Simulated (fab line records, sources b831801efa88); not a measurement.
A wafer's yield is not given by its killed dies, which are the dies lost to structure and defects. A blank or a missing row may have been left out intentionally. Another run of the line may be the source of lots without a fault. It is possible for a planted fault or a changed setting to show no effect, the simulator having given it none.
fab line records | flow sky130
[record] lots = 7 | wafers = 21 | lastDay = 50
route steps=708 shown FIELD_ISO@1 PAD_OPEN@708
lots that met no fault: taken from a fault-free run of the same line
startH: hours from the record's opening day to when the first of the lot's shown wafers began | waitH: time in hours since the lot's previous step | " unchanged from the row above | L1.1+2: a single row standing in for several wafers | - value missing, or start not given | * or withheld: withheld | < > ~ a bound
route shown NAME@n: a module of which the file shows steps, and the number in the route of the first | usual: average and standard deviation across the fault-free wafers | same: alike in all rows | chamber/n: place in a boat | sites: per-site readings | _std_site: the standard deviation of these | _edge_site: the outer-site mean with the inner-site mean subtracted | radiusMm: for every site, how far away it sits from the centre of the wafer | mask NAME#n: copy n | behind: the last tool/chamber to shape the wafer | hold: what put the lot on hold/how long, in hours/how the hold closed | device: the transistor (n, p or np) that didn't switch | end of line: at the end of the route, the tests of the same wafers | a step given without rows: its recipe and nothing more | killed: the dies lost at the first sort to structure and to defects; this is not the yield of the wafer | map: the dies of a wafer, with x for killed, . for not killed, _ for no die there
set.NAME: the setting the step ran with; set.NAME@STEP: the setting that earlier step ran with | model.NAME: the simulator's own value behind a step, which no gauge read
lots at some steps of the route; a table a step, a row a wafer
[[steps]]
[step SKY_FIELD_ISO_BOW_MEAS_00]
[recipe] mode = bow
[usual] INCOMING_BOW = 0/6.7
lot.wafer | tool         | chamber | startH | waitH | INCOMING_BOW[um]
L329.1    | filmMetro-02 | -       | 10.00  | -     | 10
L329.4    | "            | -       | "      | "     | -1
L329.5    | "            | -       | "      | "     | -8
L335.2    | filmMetro-02 | -       | 40.02  | -     | -1
L335.3    | "            | -       | "      | "     | 0
L335.6    | "            | -       | "      | "     | -1
L339.1    | filmMetro-02 | -       | 60.00  | -     | 2
L339.3    | "            | -       | "      | "     | 0
L339.5    | "            | -       | "      | "     | 1
L341.2    | filmMetro-01 | -       | 70.02  | -     | 1
L341.4    | "            | -       | "      | "     | -7
L341.5    | "            | -       | "      | "     | 11
L344.4    | filmMetro-01 | -       | 85.06  | -     | -9
L344.5    | "            | -       | "      | "     | -7
L344.6    | "            | -       | "      | "     | 6
L349.1    | filmMetro-01 | -       | 110.00 | -     | -2
L349.2    | "            | -       | "      | "     | 11
L349.6    | "            | -       | "      | "     | 7
L352.2    | filmMetro-04 | -       | 125.02 | -     | 8
L352.3    | "            | -       | "      | "     | -15
L352.6    | "            | -       | "      | "     | -1
[step SKY_FIELD_ISO_OXIDATION_01]
[recipe] tempC = 900 | ambient = O2 | stabiliseS = 600 | purgeS = 300 | targetThkA = 120 | oxTimeS = 1843
[step SKY_FIELD_ISO_THK_MEAS_02]
[recipe] reads = SiO2_of_FIELD_ISO_OXIDATION_01
[usual] FIELD_ISO_OXIDATION_00_THK = 12.05/0.21
lot.wafer | tool         | chamber | startH | waitH | hold                    | FIELD_ISO_OXIDATION_00_THK[nm]
L329.1    | filmMetro-01 | -       | 11.95  | 0.0   | -                       | 12.08
L329.4    | "            | -       | "      | "     | -                       | 12.02
L329.5    | "            | -       | "      | "     | -                       | 12.24
L335.2    | filmMetro-01 | -       | 41.64  | 0.0   | awaitDispo/0.2h/release | 12.99
L335.3    | "            | -       | "      | "     | awaitDispo/0.2h/release | 13.17
L335.6    | "            | -       | "      | "     | awaitDispo/0.2h/release | 13.30
L335.2    | filmMetro-01 | -       | 41.97  | 0.3   | -                       | 13.05
L335.3    | "            | -       | "      | "     | -                       | 13.19
L335.6    | "            | -       | "      | "     | -                       | 13.32
L339.1    | filmMetro-01 | -       | 61.91  | 0.0   | awaitDispo/0.2h/release | 12.98
L339.3    | "            | -       | "      | "     | awaitDispo/0.2h/release | 13.12
L339.5    | "            | -       | "      | "     | awaitDispo/0.2h/release | 13.22
L339.1    | filmMetro-01 | -       | 62.13  | 0.2   | -                       | 13.02
L339.3    | "            | -       | "      | "     | -                       | 13.02
L339.5    | "            | -       | "      | "     | -                       | 13.24
L341.2    | filmMetro-01 | -       | 71.64  | 0.0   | -                       | 12.56
L341.4    | "            | -       | "      | "     | -                       | 12.68
L341.5    | "            | -       | "      | "     | -                       | 12.59
L344.4    | filmMetro-04 | -       | 92.81  | 0.0   | -                       | 12.16
L344.5    | "            | -       | "      | "     | -                       | 12.28
L344.6    | "            | -       | "      | "     | -                       | 12.14
L349.1    | filmMetro-02 | -       | 112.75 | 0.0   | -                       | 11.90
L349.2    | "            | -       | "      | "     | -                       | 12.15
L349.6    | "            | -       | "      | "     | -                       | 12.04
L352.2    | filmMetro-04 | -       | 127.68 | 0.0   | -                       | 11.77
L352.3    | "            | -       | "      | "     | -                       | 11.88
L352.6    | "            | -       | "      | "     | -                       | 11.85
[step SKY_PAD_OPEN_PROBE_99]
[usual] killed_at_M0_to_M3 = 46/6.7 | killed_at_M4_up = 3.3/2 | killedAtContacts = 24/5.4 | killedAtFrontEnd = 15/4.3 | killedAtOther = 0.4/0.64 | killedDies = 89/9.1 | killedOpen = 48/7.2 | killedShort = 40/6.3
[same] grossDies = 492 | killedAtBackSide = 0
lot.wafer | tool      | chamber | startH  | waitH | killed_at_M0_to_M3 | killed_at_M4_up | killedAtContacts | killedAtFrontEnd | killedAtOther | killedDies | killedOpen | killedShort
L335.2    | prober-02 | -       | 1130.51 | 0.1   | 42                 | 6               | 21               | 19               | 0             | 88         | 51         | 34
L335.3    | prober-02 | -       | 1130.56 | 0.2   | 63                 | 5               | 15               | 22               | 0             | 105        | 71         | 34
L335.6    | prober-02 | -       | 1130.71 | 0.2   | 55                 | 0               | 32               | 15               | 0             | 102        | 53         | 48
L341.5    | prober-02 | -       | 1162.86 | 0.2   | 48                 | 4               | 32               | 9                | 0             | 93         | 49         | 44
L344.4    | prober-01 | -       | 1179.30 | 0.2   | 50                 | 4               | 14               | 17               | 0             | 85         | 46         | 39
L344.5    | prober-01 | -       | 1179.35 | 0.2   | 43                 | 5               | 30               | 14               | 0             | 92         | 40         | 52
L344.6    | prober-01 | -       | 1179.40 | 0.2   | 38                 | 3               | 20               | 11               | 0             | 72         | 38         | 34
L349.1    | prober-02 | -       | 1207.32 | 0.1   | 44                 | 3               | 22               | 11               | 0             | 80         | 49         | 31
L349.2    | prober-02 | -       | 1207.37 | 0.1   | 41                 | 4               | 23               | 11               | 1             | 80         | 40         | 40
L349.6    | prober-02 | -       | 1207.57 | 0.2   | 37                 | 3               | 25               | 10               | 1             | 76         | 41         | 35
L352.2    | prober-02 | -       | 1209.49 | 0.1   | 43                 | 0               | 23               | 14               | 0             | 80         | 49         | 31
L352.3    | prober-02 | -       | 1209.54 | 0.2   | 43                 | 4               | 20               | 16               | 0             | 83         | 39         | 43
L352.6    | prober-02 | -       | 1209.69 | 0.2   | 49                 | 5               | 26               | 13               | 1             | 94         | 48         | 46
// killed by level:class
L335.2 VIA1:geometricParticle:open=15 LI_CONTACT:geometricParticle:open=7 FIELD_ISO:geometricParticle:open=6 VIA1:geometricParticle:short=6 FIELD_ISO:geometricParticle:short=5 CONTACT:geometricParticle:open=5 VIA2:geometricParticle:open=5 METAL2:geometricParticle:short=5
L335.3 VIA1:geometricParticle:open=19 VIA2:geometricParticle:open=10 METAL1:geometricParticle:short=9 FIELD_ISO:geometricParticle:open=8 CONTACT:geometricParticle:open=7 POLY_GATE:geometricParticle:open=6 LI_CONTACT:geometricParticle:open=6 METAL2:geometricParticle:short=6
L335.6 VIA1:geometricParticle:open=14 LOCAL_INTERCONNECT:geometricParticle:short=11 VIA2:geometricParticle:open=10 LI_CONTACT:geometricParticle:open=8 VIA1:geometricParticle:short=7 METAL1:geometricParticle:short=6 POLY_GATE:geometricParticle:open=5 CONTACT:geometricParticle:short=5
L341.5 CONTACT:geometricParticle:open=15 VIA3:geometricParticle:open=9 VIA1:geometricParticle:short=9 VIA1:geometricParticle:open=9 FIELD_ISO:geometricParticle:short=6 CONTACT:geometricParticle:short=6 LI_CONTACT:geometricParticle:open=6 METAL2:geometricParticle:short=6
L344.4 VIA1:geometricParticle:open=13 METAL1:geometricParticle:short=9 VIA3:geometricParticle:open=8 VIA1:geometricParticle:short=5 CONTACT:geometricParticle:open=5 CONTACT:geometricParticle:short=5 VIA2:geometricParticle:open=5 FIELD_ISO:geometricParticle:short=4
L344.5 VIA1:geometricParticle:open=10 METAL1:geometricParticle:short=9 LOCAL_INTERCONNECT:geometricParticle:short=7 CONTACT:geometricParticle:open=7 LI_CONTACT:geometricParticle:short=6 FIELD_ISO:geometricParticle:short=5 METAL2:geometricParticle:short=5 POLY_GATE:geometricParticle:short=4
L344.6 VIA1:geometricParticle:open=13 LOCAL_INTERCONNECT:geometricParticle:short=6 VIA2:geometricParticle:short=5 LI_CONTACT:geometricParticle:open=4 CONTACT:geometricParticle:short=4 METAL1:geometricParticle:short=4 VIA2:geometricParticle:open=4 FIELD_ISO:geometricParticle:short=3
L349.1 VIA2:geometricParticle:open=15 CONTACT:geometricParticle:open=8 VIA1:geometricParticle:open=6 VIA3:geometricParticle:open=5 LI_CONTACT:geometricParticle:open=5 FIELD_ISO:geometricParticle:short=4 LOCAL_INTERCONNECT:geometricParticle:short=4 CONTACT:geometricParticle:short=4
L349.2 CONTACT:geometricParticle:open=9 VIA1:geometricParticle:short=9 VIA2:geometricParticle:open=7 LI_CONTACT:geometricParticle:open=6 VIA1:geometricParticle:open=6 CONTACT:geometricParticle:short=5 VIA3:geometricParticle:open=5 METAL4:geometricParticle:short=4
L349.6 LI_CONTACT:geometricParticle:open=11 VIA1:geometricParticle:open=9 CONTACT:geometricParticle:open=8 METAL1:geometricParticle:short=7 FIELD_ISO:geometricParticle:short=3 CONTACT:geometricParticle:short=3 VIA3:geometricParticle:open=3 VIA1:geometricParticle:short=3
L352.2 VIA1:geometricParticle:open=11 CONTACT:geometricParticle:open=8 VIA1:geometricParticle:short=7 VIA2:geometricParticle:open=6 LI_CONTACT:geometricParticle:open=5 LOCAL_INTERCONNECT:geometricParticle:short=5 VIA3:geometricParticle:open=5 FIELD_ISO:geometricParticle:open=4
L352.3 CONTACT:geometricParticle:open=10 METAL1:geometricParticle:short=10 VIA1:geometricParticle:open=10 FIELD_ISO:geometricParticle:short=7 VIA2:geometricParticle:open=6 POLY_GATE:geometricParticle:short=5 VIA1:geometricParticle:short=5 CONTACT:geometricParticle:short=4
L352.6 CONTACT:geometricParticle:open=12 VIA1:geometricParticle:open=9 METAL1:geometricParticle:short=8 LI_CONTACT:geometricParticle:open=6 VIA3:geometricParticle:open=6 VIA1:geometricParticle:short=6 METAL2:geometricParticle:short=5 FIELD_ISO:geometricParticle:open=4
[[key]]
[firstSign] step = SKY_FIELD_ISO_THK_MEAS_02 | reading = visit | direction = added
[effect] step = SKY_FIELD_ISO_THK_MEAS_02 | reading = FIELD_ISO_OXIDATION_00_THK | direction = up | sigmas = 4.2 | usual = 12.05 | struck = 12.96
metAt SKY_FIELD_ISO_THK_MEAS_02
struckWafers L335.2,L335.3,L335.6,L339.1,L339.3,L339.5,L341.2,L341.4,L341.5
testerLeftOut L335,L339,L341
onsetBetween 11.95 41.64
[fault] kind = metrologyMatchingOffset | tool = filmMetro-01 | chamber = - | onsetH = 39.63 | steps = SKY_FIELD_ISO_THK_MEAS_02 | param = thkNm | offset = 0.84255
// testerLeftOut: of these lots the tester's yield and bins aren't shown, on N5 and GAA mostly nor the transistor test; their killed dies are dies lost to structure and defects alone, not to doping, threshold or leakage, so they don't give the yield
